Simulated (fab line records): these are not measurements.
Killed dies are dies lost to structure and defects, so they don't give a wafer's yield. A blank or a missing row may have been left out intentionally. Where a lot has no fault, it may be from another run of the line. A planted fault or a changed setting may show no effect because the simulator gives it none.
Matching of chambers | flow sky130 | SKY_LI_CONTACT_ETCH_15 on rieDiel-04: 4 sister chambers
The step etches PSG in C4F8/O2/Ar, stops on Si, target depth 600 nm. 14 wafers are shown with their chamber, then 7 later ones without.

== WAFERS WITH THEIR CHAMBER ==
wafer  | chamber | chamberPressureMTorr (mTorr) | oesProductAu (a.u.)
L076.1 | 2       | 40.03                        | 0.832
L076.2 | 0       | 39.98                        | 0.836
L076.6 | 0       | 40.01                        | 0.835
L079.1 | 3       | 39.99                        | 0.839
L079.2 | 1       | 40.03                        | 0.838
L079.5 | 2       | 40.04                        | 0.837
L085.2 | 3       | 39.99                        | 0.843
L085.3 | 1       | 40.00                        | 0.844
L085.5 | 1       | 40.00                        | 0.845
L086.1 | 3       | 39.95                        | 0.842
L086.5 | 2       | 40.04                        | 0.842
L086.6 | 1       | 40.05                        | 0.839
L088.3 | 1       | 40.04                        | 0.838
L088.4 | 0       | 39.99                        | 0.840

SIGNATURES, as means of the wafers listed above
reading              | chamber 0 | chamber 1 | chamber 2 | chamber 3 | scatter within a chamber
chamberPressureMTorr | 39.9933   | 40.0240   | 40.0367   | 39.9767   | 0.0193
oesProductAu         | 0.83700   | 0.84080   | 0.83700   | 0.84133   | 0.00346
Rule: a wafer lies at a distance from a chamber equal to the root of the sum of squares, over the readings, of (its reading less the chamber's mean, divided by the reading's scatter). The wafer belongs to the nearest chamber; if the next one is less than 2 further off, it can't be placed. The scatter is the square root of a quotient: the sum, over the shown wafers, of each reading's squared deviation from its chamber's mean, divided by wafers minus chambers.

== WAFERS WHOSE CHAMBER IS MISSING ==
wafer  | chamberPressureMTorr (mTorr) | oesProductAu (a.u.)
L088.5 | 40.02                        | 0.834
L091.2 | 39.95                        | 0.848
L091.4 | 39.92                        | 0.849
L091.6 | 40.02                        | 0.836
L097.1 | 40.02                        | 0.838
L097.4 | 39.96                        | 0.837
L097.6 | 40.02                        | 0.835

== WHICH CHAMBER EACH WENT THROUGH ==
wafer  | from the rows above               | in truth
L088.5 | can't be placed: 2 or 0 or 1 or 3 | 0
L091.2 | can't be placed: 3 or 0 or 1      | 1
L091.4 | can't be placed: 3 or 0           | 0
L091.6 | can't be placed: 2 or 1 or 0 or 3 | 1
L097.1 | can't be placed: 1 or 2 or 0 or 3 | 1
L097.4 | can't be placed: 3 or 0 or 1      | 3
L097.6 | can't be placed: 2 or 0 or 1 or 3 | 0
Correctly placed: 0 of 7. Can't be placed from these rows: 7 (the true chamber is among the candidates in 7). Placed wrongly: 0.
